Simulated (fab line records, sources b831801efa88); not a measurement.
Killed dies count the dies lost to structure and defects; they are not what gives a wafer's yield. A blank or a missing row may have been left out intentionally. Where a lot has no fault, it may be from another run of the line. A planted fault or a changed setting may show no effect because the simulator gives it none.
fab line records / flow sky130
record: lots: 14 wafers: 42 last_day: 50
route steps=708 shown VT_ADJUST_HVTR@142 VT_ADJUST_PCH@150 LDD_N@247 LDD_LDN@296 PAD_OPEN@708
lots untouched by any fault: they come from a run of this same line in which no faults occurred
start_h: start of the lot's first displayed wafer, in hours after the record's first day / wait_h: hours elapsed since this lot's preceding step / " the same as in the row above / L1.1+2: one row covering several wafers at once / - no value, or no start given / * or withheld: withheld / < > ~ a bound
route shown NAME@n: a module of which the file shows steps, and the number in the route of the first / usual: mean/standard deviation of fault-free wafers / same: alike in all rows / chamber/n: place in a boat / sites: each site's reading / _std_site: how widely they spread, as a standard deviation / _edge_site: the outer-site mean with the inner-site mean subtracted / radius_mm: how far each site lies from the wafer's centre / mask NAME#n: copy n / behind: the tool/chamber that last shaped the wafer / hold: reason for holding the lot/hours on hold/outcome of the hold / device: names the non-switching transistor (n, p or np) / end of line: the same wafers' tests at the end of the route / a step with no rows: only its recipe / killed: count of dies lost to structure and defects at first sort (not the wafer's yield) / map: the dies of a wafer, with x for killed, . for not killed, _ for no die there
set.NAME: the setting as run; set.NAME@STEP: as run at that earlier step / model.NAME: the simulator's own value behind a step, which no gauge read
a sample of lots followed through the steps of the route, with each step as a table and each wafer as a row
services: from which hour (start_h, from the record's first day; less than 0 if before it) a tool's chamber was out of use, for how many hours, and why
== steps ==
step: SKY_VT_ADJUST_HVTR_TW_MEAS_11
usual: VT_ADJUST_HVTR_TW: 208.8/2
lot.wafer=L590.1 tool=film_metro-02 chamber=- start_h=198.71 wait_h=0.1 VT_ADJUST_HVTR_TW=206.2
lot.wafer=L590.4 tool=film_metro-02 chamber=- start_h=198.71 wait_h=0.1 VT_ADJUST_HVTR_TW=207.6
lot.wafer=L590.6 tool=film_metro-02 chamber=- start_h=198.71 wait_h=0.1 VT_ADJUST_HVTR_TW=206.8
lot.wafer=L592.1 tool=film_metro-02 chamber=- start_h=221.58 wait_h=0.1 VT_ADJUST_HVTR_TW=209.2
lot.wafer=L592.3 tool=film_metro-02 chamber=- start_h=221.58 wait_h=0.1 VT_ADJUST_HVTR_TW=207.6
lot.wafer=L592.6 tool=film_metro-02 chamber=- start_h=221.58 wait_h=0.1 VT_ADJUST_HVTR_TW=207.0
lot.wafer=L594.3 tool=film_metro-03 chamber=- start_h=237.35 wait_h=0.1 VT_ADJUST_HVTR_TW=211.9
lot.wafer=L594.4 tool=film_metro-03 chamber=- start_h=237.35 wait_h=0.1 VT_ADJUST_HVTR_TW=211.6
lot.wafer=L594.6 tool=film_metro-03 chamber=- start_h=237.35 wait_h=0.1 VT_ADJUST_HVTR_TW=212.3
lot.wafer=L595.1 tool=film_metro-02 chamber=- start_h=241.51 wait_h=0.1 VT_ADJUST_HVTR_TW=207.5
lot.wafer=L595.3 tool=film_metro-02 chamber=- start_h=241.51 wait_h=0.1 VT_ADJUST_HVTR_TW=207.6
lot.wafer=L595.4 tool=film_metro-02 chamber=- start_h=241.51 wait_h=0.1 VT_ADJUST_HVTR_TW=208.4
lot.wafer=L598.1 tool=film_metro-02 chamber=- start_h=261.63 wait_h=0.1 VT_ADJUST_HVTR_TW=208.1
lot.wafer=L598.2 tool=film_metro-02 chamber=- start_h=261.63 wait_h=0.1 VT_ADJUST_HVTR_TW=207.8
lot.wafer=L598.4 tool=film_metro-02 chamber=- start_h=261.63 wait_h=0.1 VT_ADJUST_HVTR_TW=208.3
lot.wafer=L599.2 tool=film_metro-01 chamber=- start_h=269.14 wait_h=0.1 VT_ADJUST_HVTR_TW=209.6
lot.wafer=L599.5 tool=film_metro-01 chamber=- start_h=269.14 wait_h=0.1 VT_ADJUST_HVTR_TW=209.5
lot.wafer=L599.6 tool=film_metro-01 chamber=- start_h=269.14 wait_h=0.1 VT_ADJUST_HVTR_TW=210.3
lot.wafer=L600.3 tool=film_metro-02 chamber=- start_h=284.75 wait_h=0.1 VT_ADJUST_HVTR_TW=206.6
lot.wafer=L600.4 tool=film_metro-02 chamber=- start_h=284.75 wait_h=0.1 VT_ADJUST_HVTR_TW=205.7
lot.wafer=L600.5 tool=film_metro-02 chamber=- start_h=284.75 wait_h=0.1 VT_ADJUST_HVTR_TW=206.5
lot.wafer=L607.2 tool=film_metro-02 chamber=- start_h=330.82 wait_h=0.1 VT_ADJUST_HVTR_TW=207.3
lot.wafer=L607.3 tool=film_metro-02 chamber=- start_h=330.82 wait_h=0.1 VT_ADJUST_HVTR_TW=208.1
lot.wafer=L607.4 tool=film_metro-02 chamber=- start_h=330.82 wait_h=0.1 VT_ADJUST_HVTR_TW=208.0
lot.wafer=L608.3 tool=film_metro-02 chamber=- start_h=339.88 wait_h=0.1 VT_ADJUST_HVTR_TW=206.4
lot.wafer=L608.4 tool=film_metro-02 chamber=- start_h=339.88 wait_h=0.1 VT_ADJUST_HVTR_TW=207.5
lot.wafer=L608.6 tool=film_metro-02 chamber=- start_h=339.88 wait_h=0.1 VT_ADJUST_HVTR_TW=207.3
lot.wafer=L609.1 tool=film_metro-03 chamber=- start_h=342.38 wait_h=0.1 VT_ADJUST_HVTR_TW=211.5
lot.wafer=L609.2 tool=film_metro-03 chamber=- start_h=342.38 wait_h=0.1 VT_ADJUST_HVTR_TW=210.9
lot.wafer=L609.4 tool=film_metro-03 chamber=- start_h=342.38 wait_h=0.1 VT_ADJUST_HVTR_TW=212.2
lot.wafer=L610.1 tool=film_metro-02 chamber=- start_h=348.23 wait_h=0.1 VT_ADJUST_HVTR_TW=207.3
lot.wafer=L610.2 tool=film_metro-02 chamber=- start_h=348.23 wait_h=0.1 VT_ADJUST_HVTR_TW=207.6
lot.wafer=L610.4 tool=film_metro-02 chamber=- start_h=348.23 wait_h=0.1 VT_ADJUST_HVTR_TW=207.9
lot.wafer=L611.3 tool=film_metro-01 chamber=- start_h=355.55 wait_h=0.1 VT_ADJUST_HVTR_TW=209.2
lot.wafer=L611.5 tool=film_metro-01 chamber=- start_h=355.55 wait_h=0.1 VT_ADJUST_HVTR_TW=209.7
lot.wafer=L611.6 tool=film_metro-01 chamber=- start_h=355.55 wait_h=0.1 VT_ADJUST_HVTR_TW=209.2
lot.wafer=L612.2 tool=film_metro-03 chamber=- start_h=366.99 wait_h=0.1 VT_ADJUST_HVTR_TW=210.0
lot.wafer=L612.4 tool=film_metro-03 chamber=- start_h=366.99 wait_h=0.1 VT_ADJUST_HVTR_TW=211.1
lot.wafer=L612.6 tool=film_metro-03 chamber=- start_h=366.99 wait_h=0.1 VT_ADJUST_HVTR_TW=210.5
lot.wafer=L613.1 tool=film_metro-01 chamber=- start_h=371.78 wait_h=0.1 VT_ADJUST_HVTR_TW=210.8
lot.wafer=L613.3 tool=film_metro-01 chamber=- start_h=371.78 wait_h=0.1 VT_ADJUST_HVTR_TW=210.4
lot.wafer=L613.6 tool=film_metro-01 chamber=- start_h=371.78 wait_h=0.1 VT_ADJUST_HVTR_TW=211.3
step: SKY_VT_ADJUST_PCH_OVL_MEAS_07
usual: VT_ADJUST_PCH_OVL: 0.7/1.6
lot.wafer=L590.1 tool=overlay-02 chamber=- start_h=220.44 wait_h=- VT_ADJUST_PCH_OVL[nm]=4.2
lot.wafer=L590.4 tool=overlay-02 chamber=- start_h=220.44 wait_h=- VT_ADJUST_PCH_OVL[nm]=1.9
lot.wafer=L590.6 tool=overlay-02 chamber=- start_h=220.44 wait_h=- VT_ADJUST_PCH_OVL[nm]=1.5
lot.wafer=L592.1 tool=overlay-01 chamber=- start_h=243.59 wait_h=- VT_ADJUST_PCH_OVL[nm]=2.0
lot.wafer=L592.3 tool=overlay-01 chamber=- start_h=243.59 wait_h=- VT_ADJUST_PCH_OVL[nm]=0.5
lot.wafer=L592.6 tool=overlay-01 chamber=- start_h=243.59 wait_h=- VT_ADJUST_PCH_OVL[nm]=0.7
lot.wafer=L594.3 tool=overlay-01 chamber=- start_h=260.93 wait_h=- VT_ADJUST_PCH_OVL[nm]=-0.5
lot.wafer=L594.4 tool=overlay-01 chamber=- start_h=260.93 wait_h=- VT_ADJUST_PCH_OVL[nm]=-0.1
lot.wafer=L594.6 tool=overlay-01 chamber=- start_h=260.93 wait_h=- VT_ADJUST_PCH_OVL[nm]=1.1
lot.wafer=L595.1 tool=overlay-02 chamber=- start_h=265.57 wait_h=- VT_ADJUST_PCH_OVL[nm]=1.0
lot.wafer=L595.3 tool=overlay-02 chamber=- start_h=265.57 wait_h=- VT_ADJUST_PCH_OVL[nm]=-1.5
lot.wafer=L595.4 tool=overlay-02 chamber=- start_h=265.57 wait_h=- VT_ADJUST_PCH_OVL[nm]=0.1
lot.wafer=L598.1 tool=overlay-02 chamber=- start_h=285.57 wait_h=- VT_ADJUST_PCH_OVL[nm]=2.3
lot.wafer=L598.2 tool=overlay-02 chamber=- start_h=285.57 wait_h=- VT_ADJUST_PCH_OVL[nm]=1.2
lot.wafer=L598.4 tool=overlay-02 chamber=- start_h=285.57 wait_h=- VT_ADJUST_PCH_OVL[nm]=2.3
lot.wafer=L599.2 tool=overlay-02 chamber=- start_h=292.88 wait_h=- VT_ADJUST_PCH_OVL[nm]=1.5
lot.wafer=L599.5 tool=overlay-02 chamber=- start_h=292.88 wait_h=- VT_ADJUST_PCH_OVL[nm]=0.5
lot.wafer=L599.6 tool=overlay-02 chamber=- start_h=292.88 wait_h=- VT_ADJUST_PCH_OVL[nm]=1.8
lot.wafer=L600.3 tool=overlay-01 chamber=- start_h=310.13 wait_h=- VT_ADJUST_PCH_OVL[nm]=3.2
lot.wafer=L600.4 tool=overlay-01 chamber=- start_h=310.13 wait_h=- VT_ADJUST_PCH_OVL[nm]=2.6
lot.wafer=L600.5 tool=overlay-01 chamber=- start_h=310.13 wait_h=- VT_ADJUST_PCH_OVL[nm]=2.4
lot.wafer=L607.2 tool=overlay-02 chamber=- start_h=357.43 wait_h=- VT_ADJUST_PCH_OVL[nm]=3.4
lot.wafer=L607.3 tool=overlay-02 chamber=- start_h=357.43 wait_h=- VT_ADJUST_PCH_OVL[nm]=4.4
lot.wafer=L607.4 tool=overlay-02 chamber=- start_h=357.43 wait_h=- VT_ADJUST_PCH_OVL[nm]=3.4
lot.wafer=L608.3 tool=overlay-01 chamber=- start_h=367.20 wait_h=- VT_ADJUST_PCH_OVL[nm]=0.7
lot.wafer=L608.4 tool=overlay-01 chamber=- start_h=367.20 wait_h=- VT_ADJUST_PCH_OVL[nm]=0.8
lot.wafer=L608.6 tool=overlay-01 chamber=- start_h=367.20 wait_h=- VT_ADJUST_PCH_OVL[nm]=1.0
lot.wafer=L609.1 tool=overlay-02 chamber=- start_h=370.02 wait_h=- VT_ADJUST_PCH_OVL[nm]=0.4
lot.wafer=L609.2 tool=overlay-02 chamber=- start_h=370.02 wait_h=- VT_ADJUST_PCH_OVL[nm]=0.1
lot.wafer=L609.4 tool=overlay-02 chamber=- start_h=370.02 wait_h=- VT_ADJUST_PCH_OVL[nm]=0.4
lot.wafer=L610.1 tool=overlay-02 chamber=- start_h=375.22 wait_h=- VT_ADJUST_PCH_OVL[nm]=0.5
lot.wafer=L610.2 tool=overlay-02 chamber=- start_h=375.22 wait_h=- VT_ADJUST_PCH_OVL[nm]=-1.8
lot.wafer=L610.4 tool=overlay-02 chamber=- start_h=375.22 wait_h=- VT_ADJUST_PCH_OVL[nm]=-1.6
lot.wafer=L611.3 tool=overlay-02 chamber=- start_h=383.95 wait_h=- VT_ADJUST_PCH_OVL[nm]=-1.5
lot.wafer=L611.5 tool=overlay-02 chamber=- start_h=383.95 wait_h=- VT_ADJUST_PCH_OVL[nm]=-0.4
lot.wafer=L611.6 tool=overlay-02 chamber=- start_h=383.95 wait_h=- VT_ADJUST_PCH_OVL[nm]=1.1
lot.wafer=L612.2 tool=overlay-01 chamber=- start_h=396.03 wait_h=- VT_ADJUST_PCH_OVL[nm]=2.0
lot.wafer=L612.4 tool=overlay-01 chamber=- start_h=396.03 wait_h=- VT_ADJUST_PCH_OVL[nm]=3.4
lot.wafer=L612.6 tool=overlay-01 chamber=- start_h=396.03 wait_h=- VT_ADJUST_PCH_OVL[nm]=0.5
lot.wafer=L613.1 tool=overlay-01 chamber=- start_h=399.97 wait_h=- VT_ADJUST_PCH_OVL[nm]=-0.1
lot.wafer=L613.3 tool=overlay-01 chamber=- start_h=399.97 wait_h=- VT_ADJUST_PCH_OVL[nm]=-2.0
lot.wafer=L613.6 tool=overlay-01 chamber=- start_h=399.97 wait_h=- VT_ADJUST_PCH_OVL[nm]=-1.2
step: SKY_LDD_N_IMPLANT_10
recipe: species: As energy_kev: 20 dose_cm2: 7.5e+13 tilt_deg: withheld rotation_deg: 203
usual: beam_energy_keV: 20.000/0.006
lot.wafer=L590.1 tool=implanter-03 chamber=0 start_h=392.29 wait_h=0.1 beam_energy_keV=20.003
lot.wafer=L590.4 tool=implanter-03 chamber=0 start_h=392.29 wait_h=0.1 beam_energy_keV=20.012
lot.wafer=L590.6 tool=implanter-03 chamber=0 start_h=392.29 wait_h=0.1 beam_energy_keV=20.003
lot.wafer=L592.1 tool=implanter-03 chamber=0 start_h=425.02 wait_h=0.1 beam_energy_keV=19.992
lot.wafer=L592.3 tool=implanter-03 chamber=0 start_h=425.02 wait_h=0.1 beam_energy_keV=19.993
lot.wafer=L592.6 tool=implanter-03 chamber=0 start_h=425.02 wait_h=0.1 beam_energy_keV=20.000
lot.wafer=L594.3 tool=implanter-02 chamber=0 start_h=440.49 wait_h=0.1 beam_energy_keV=20.008
lot.wafer=L594.4 tool=implanter-02 chamber=0 start_h=440.49 wait_h=0.1 beam_energy_keV=19.998
lot.wafer=L594.6 tool=implanter-02 chamber=0 start_h=440.49 wait_h=0.1 beam_energy_keV=19.999
lot.wafer=L595.1 tool=implanter-02 chamber=0 start_h=450.21 wait_h=0.1 beam_energy_keV=20.010
lot.wafer=L595.3 tool=implanter-02 chamber=0 start_h=450.21 wait_h=0.1 beam_energy_keV=19.998
lot.wafer=L595.4 tool=implanter-02 chamber=0 start_h=450.21 wait_h=0.1 beam_energy_keV=20.003
lot.wafer=L598.1 tool=implanter-03 chamber=0 start_h=478.07 wait_h=0.1 beam_energy_keV=19.998
lot.wafer=L598.2 tool=implanter-03 chamber=0 start_h=478.07 wait_h=0.1 beam_energy_keV=20.002
lot.wafer=L598.4 tool=implanter-03 chamber=0 start_h=478.07 wait_h=0.1 beam_energy_keV=19.992
lot.wafer=L599.2 tool=implanter-03 chamber=0 start_h=480.15 wait_h=0.1 beam_energy_keV=18.502
lot.wafer=L599.5 tool=implanter-03 chamber=0 start_h=480.15 wait_h=0.1 beam_energy_keV=18.496
lot.wafer=L599.6 tool=implanter-03 chamber=0 start_h=480.15 wait_h=0.1 beam_energy_keV=18.494
lot.wafer=L600.3 tool=implanter-03 chamber=0 start_h=503.42 wait_h=0.1 beam_energy_keV=18.503
lot.wafer=L600.4 tool=implanter-03 chamber=0 start_h=503.42 wait_h=0.1 beam_energy_keV=18.501
lot.wafer=L600.5 tool=implanter-03 chamber=0 start_h=503.42 wait_h=0.1 beam_energy_keV=18.504
lot.wafer=L607.2 tool=implanter-02 chamber=0 start_h=554.83 wait_h=0.1 beam_energy_keV=20.006
lot.wafer=L607.3 tool=implanter-02 chamber=0 start_h=554.83 wait_h=0.1 beam_energy_keV=19.998
lot.wafer=L607.4 tool=implanter-02 chamber=0 start_h=554.83 wait_h=0.1 beam_energy_keV=20.010
lot.wafer=L608.3 tool=implanter-02 chamber=0 start_h=562.74 wait_h=0.1 beam_energy_keV=20.008
lot.wafer=L608.4 tool=implanter-02 chamber=0 start_h=562.74 wait_h=0.1 beam_energy_keV=19.998
lot.wafer=L608.6 tool=implanter-02 chamber=0 start_h=562.74 wait_h=0.1 beam_energy_keV=19.993
lot.wafer=L609.1 tool=implanter-02 chamber=0 start_h=567.15 wait_h=0.1 beam_energy_keV=19.995
lot.wafer=L609.2 tool=implanter-02 chamber=0 start_h=567.15 wait_h=0.1 beam_energy_keV=19.998
lot.wafer=L609.4 tool=implanter-02 chamber=0 start_h=567.15 wait_h=0.1 beam_energy_keV=20.005
lot.wafer=L610.1 tool=implanter-03 chamber=0 start_h=577.75 wait_h=0.1 beam_energy_keV=20.003
lot.wafer=L610.2 tool=implanter-03 chamber=0 start_h=577.75 wait_h=0.1 beam_energy_keV=20.000
lot.wafer=L610.4 tool=implanter-03 chamber=0 start_h=577.75 wait_h=0.1 beam_energy_keV=20.005
lot.wafer=L611.3 tool=implanter-01 chamber=0 start_h=581.55 wait_h=0.1 beam_energy_keV=19.990
lot.wafer=L611.5 tool=implanter-01 chamber=0 start_h=581.55 wait_h=0.1 beam_energy_keV=19.992
lot.wafer=L611.6 tool=implanter-01 chamber=0 start_h=581.55 wait_h=0.1 beam_energy_keV=19.993
lot.wafer=L612.2 tool=implanter-01 chamber=0 start_h=593.90 wait_h=0.1 beam_energy_keV=20.006
lot.wafer=L612.4 tool=implanter-01 chamber=0 start_h=593.90 wait_h=0.1 beam_energy_keV=19.995
lot.wafer=L612.6 tool=implanter-01 chamber=0 start_h=593.90 wait_h=0.1 beam_energy_keV=20.000
lot.wafer=L613.1 tool=implanter-01 chamber=0 start_h=597.77 wait_h=0.1 beam_energy_keV=20.004
lot.wafer=L613.3 tool=implanter-01 chamber=0 start_h=597.77 wait_h=0.1 beam_energy_keV=20.007
lot.wafer=L613.6 tool=implanter-01 chamber=0 start_h=597.77 wait_h=0.1 beam_energy_keV=19.996
step: SKY_LDD_LDN_OVL_MEAS_07
usual: LDD_LDN_OVL: 0.9/1.3
lot.wafer=L590.1 tool=overlay-02 chamber=- start_h=515.24 wait_h=0.1 LDD_LDN_OVL[nm]=-0.2
lot.wafer=L590.4 tool=overlay-02 chamber=- start_h=515.24 wait_h=0.1 LDD_LDN_OVL[nm]=0.4
lot.wafer=L590.6 tool=overlay-02 chamber=- start_h=515.24 wait_h=0.1 LDD_LDN_OVL[nm]=0.2
lot.wafer=L592.1 tool=overlay-02 chamber=- start_h=547.75 wait_h=0.1 LDD_LDN_OVL[nm]=2.2
lot.wafer=L592.3 tool=overlay-02 chamber=- start_h=547.75 wait_h=0.1 LDD_LDN_OVL[nm]=1.0
lot.wafer=L592.6 tool=overlay-02 chamber=- start_h=547.75 wait_h=0.1 LDD_LDN_OVL[nm]=1.6
lot.wafer=L594.3 tool=overlay-02 chamber=- start_h=562.10 wait_h=0.1 LDD_LDN_OVL[nm]=2.8
lot.wafer=L594.4 tool=overlay-02 chamber=- start_h=562.10 wait_h=0.1 LDD_LDN_OVL[nm]=3.1
lot.wafer=L594.6 tool=overlay-02 chamber=- start_h=562.10 wait_h=0.1 LDD_LDN_OVL[nm]=2.3
lot.wafer=L595.1 tool=overlay-01 chamber=- start_h=572.75 wait_h=0.1 LDD_LDN_OVL[nm]=0.3
lot.wafer=L595.3 tool=overlay-01 chamber=- start_h=572.75 wait_h=0.1 LDD_LDN_OVL[nm]=0.4
lot.wafer=L595.4 tool=overlay-01 chamber=- start_h=572.75 wait_h=0.1 LDD_LDN_OVL[nm]=-0.9
lot.wafer=L598.1 tool=overlay-01 chamber=- start_h=598.99 wait_h=0.1 LDD_LDN_OVL[nm]=1.3
lot.wafer=L598.2 tool=overlay-01 chamber=- start_h=598.99 wait_h=0.1 LDD_LDN_OVL[nm]=1.4
lot.wafer=L598.4 tool=overlay-01 chamber=- start_h=598.99 wait_h=0.1 LDD_LDN_OVL[nm]=0.8
lot.wafer=L599.2 tool=overlay-01 chamber=- start_h=601.86 wait_h=0.1 LDD_LDN_OVL[nm]=1.1
lot.wafer=L599.5 tool=overlay-01 chamber=- start_h=601.86 wait_h=0.1 LDD_LDN_OVL[nm]=-0.3
lot.wafer=L599.6 tool=overlay-01 chamber=- start_h=601.86 wait_h=0.1 LDD_LDN_OVL[nm]=1.3
lot.wafer=L600.3 tool=overlay-01 chamber=- start_h=623.25 wait_h=0.1 LDD_LDN_OVL[nm]=-2.0
lot.wafer=L600.4 tool=overlay-01 chamber=- start_h=623.25 wait_h=0.1 LDD_LDN_OVL[nm]=-1.1
lot.wafer=L600.5 tool=overlay-01 chamber=- start_h=623.25 wait_h=0.1 LDD_LDN_OVL[nm]=-0.4
lot.wafer=L607.2 tool=overlay-01 chamber=- start_h=671.42 wait_h=0.1 LDD_LDN_OVL[nm]=-0.1
lot.wafer=L607.3 tool=overlay-01 chamber=- start_h=671.42 wait_h=0.1 LDD_LDN_OVL[nm]=-0.6
lot.wafer=L607.4 tool=overlay-01 chamber=- start_h=671.42 wait_h=0.1 LDD_LDN_OVL[nm]=0.2
lot.wafer=L608.3 tool=overlay-02 chamber=- start_h=681.41 wait_h=0.1 LDD_LDN_OVL[nm]=0.5
lot.wafer=L608.4 tool=overlay-02 chamber=- start_h=681.41 wait_h=0.1 LDD_LDN_OVL[nm]=-1.9
lot.wafer=L608.6 tool=overlay-02 chamber=- start_h=681.41 wait_h=0.1 LDD_LDN_OVL[nm]=0.0
lot.wafer=L609.1 tool=overlay-01 chamber=- start_h=684.52 wait_h=0.1 LDD_LDN_OVL[nm]=0.6
lot.wafer=L609.2 tool=overlay-01 chamber=- start_h=684.52 wait_h=0.1 LDD_LDN_OVL[nm]=1.1
lot.wafer=L609.4 tool=overlay-01 chamber=- start_h=684.52 wait_h=0.1 LDD_LDN_OVL[nm]=0.9
lot.wafer=L610.1 tool=overlay-02 chamber=- start_h=692.40 wait_h=0.1 LDD_LDN_OVL[nm]=0.3
lot.wafer=L610.2 tool=overlay-02 chamber=- start_h=692.40 wait_h=0.1 LDD_LDN_OVL[nm]=0.6
lot.wafer=L610.4 tool=overlay-02 chamber=- start_h=692.40 wait_h=0.1 LDD_LDN_OVL[nm]=-0.3
lot.wafer=L611.3 tool=overlay-01 chamber=- start_h=697.25 wait_h=0.1 LDD_LDN_OVL[nm]=-1.3
lot.wafer=L611.5 tool=overlay-01 chamber=- start_h=697.25 wait_h=0.1 LDD_LDN_OVL[nm]=-0.8
lot.wafer=L611.6 tool=overlay-01 chamber=- start_h=697.25 wait_h=0.1 LDD_LDN_OVL[nm]=-0.8
lot.wafer=L612.2 tool=overlay-02 chamber=- start_h=707.69 wait_h=0.1 LDD_LDN_OVL[nm]=2.6
lot.wafer=L612.4 tool=overlay-02 chamber=- start_h=707.69 wait_h=0.1 LDD_LDN_OVL[nm]=2.7
lot.wafer=L612.6 tool=overlay-02 chamber=- start_h=707.69 wait_h=0.1 LDD_LDN_OVL[nm]=3.9
lot.wafer=L613.1 tool=overlay-02 chamber=- start_h=713.77 wait_h=0.1 LDD_LDN_OVL[nm]=1.7
lot.wafer=L613.3 tool=overlay-02 chamber=- start_h=713.77 wait_h=0.1 LDD_LDN_OVL[nm]=2.0
lot.wafer=L613.6 tool=overlay-02 chamber=- start_h=713.77 wait_h=0.1 LDD_LDN_OVL[nm]=1.1
step: SKY_PAD_OPEN_PROBE_99
usual: killed_at_M0_to_M3: 45/7.1 killed_at_M4_up: 3.0/1.8 killed_at_contacts: 24/5.4 killed_at_front_end: 16/4.9 killed_at_other: 0.3/0.63 killed_dies: 88/11 killed_open: 47/7.4 killed_short: 40/7
same: gross_dies: 492 killed_at_back_side: 0
lot.wafer=L607.2 tool=prober-02 chamber=- start_h=1173.25 wait_h=0.1 killed_at_M0_to_M3=52 killed_at_M4_up=5 killed_at_contacts=22 killed_at_front_end=9 killed_at_other=0 killed_dies=88 killed_open=43 killed_short=44
lot.wafer=L607.3 tool=prober-02 chamber=- start_h=1173.30 wait_h=0.2 killed_at_M0_to_M3=48 killed_at_M4_up=0 killed_at_contacts=24 killed_at_front_end=10 killed_at_other=1 killed_dies=83 killed_open=48 killed_short=34
lot.wafer=L607.4 tool=prober-02 chamber=- start_h=1173.35 wait_h=0.2 killed_at_M0_to_M3=52 killed_at_M4_up=5 killed_at_contacts=16 killed_at_front_end=18 killed_at_other=0 killed_dies=91 killed_open=45 killed_short=46
killed by level:class
L607.2 VIA1:geometric_particle:open=13 VIA3:geometric_particle:short=9 VIA2:geometric_particle:open=8 CONTACT:geometric_particle:short=7 VIA1:geometric_particle:short=6 LI_CONTACT:geometric_particle:open=5 METAL1:geometric_particle:short=5 CONTACT:geometric_particle:open=5
L607.3 VIA1:geometric_particle:open=12 LI_CONTACT:geometric_particle:open=9 CONTACT:geometric_particle:open=9 VIA1:geometric_particle:short=8 VIA3:geometric_particle:open=7 VIA3:geometric_particle:short=5 VIA2:geometric_particle:open=4 METAL1:geometric_particle:short=4
L607.4 VIA1:geometric_particle:open=18 METAL1:geometric_particle:short=7 VIA1:geometric_particle:short=6 FIELD_ISO:geometric_particle:short=5 POLY_GATE:geometric_particle:short=5 VIA3:geometric_particle:open=5 LI_CONTACT:geometric_particle:open=5 VIA2:geometric_particle:short=5
== services ==
tool=implanter-01 chamber=- start_h=371.80 hours=1.2 kind=repair
tool=implanter-03 chamber=- start_h=420.10 hours=2.9 kind=pm
tool=implanter-02 chamber=- start_h=427.20 hours=3.2 kind=pm
tool=implanter-03 chamber=- start_h=443.89 hours=3.8 kind=pm
tool=implanter-03 chamber=- start_h=504.68 hours=2.5 kind=repair
tool=implanter-02 chamber=- start_h=509.51 hours=17.8 kind=repair
tool=implanter-02 chamber=- start_h=521.02 hours=0.5 kind=repair
tool=implanter-02 chamber=- start_h=570.46 hours=9.5 kind=repair
tool=implanter-02 chamber=- start_h=584.73 hours=2.3 kind=repair
tool=implanter-02 chamber=- start_h=586.08 hours=1.6 kind=repair
== key ==
first_sign: step: SKY_LDD_N_IMPLANT_10 reading: beam_energy_keV direction: down sigmas: 99+ usual: * struck: *
effect none on later readings
met_at SKY_LDD_N_IMPLANT_10
struck_lots L599,L600
tester_left_out L599,L600
not_acting_at SKY_VT_ADJUST_HVTR_TW_MEAS_11,SKY_VT_ADJUST_PCH_OVL_MEAS_07,SKY_LDD_LDN_OVL_MEAS_07
onset_between 478.07 480.15
fault: kind: process_parameter_drift tool: implanter-03 chamber: - onset_h: 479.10 steps: SKY_LDD_N_IMPLANT_10 channel: energy_kev offset: * shape: step end_h: 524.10 acts_in: * stated: *
tester_left_out: of these lots the tester's yield and bins aren't shown, on N5 and GAA mostly nor the transistor test; their killed dies are dies lost to structure and defects alone, not to doping, threshold or leakage, so they don't give the yield
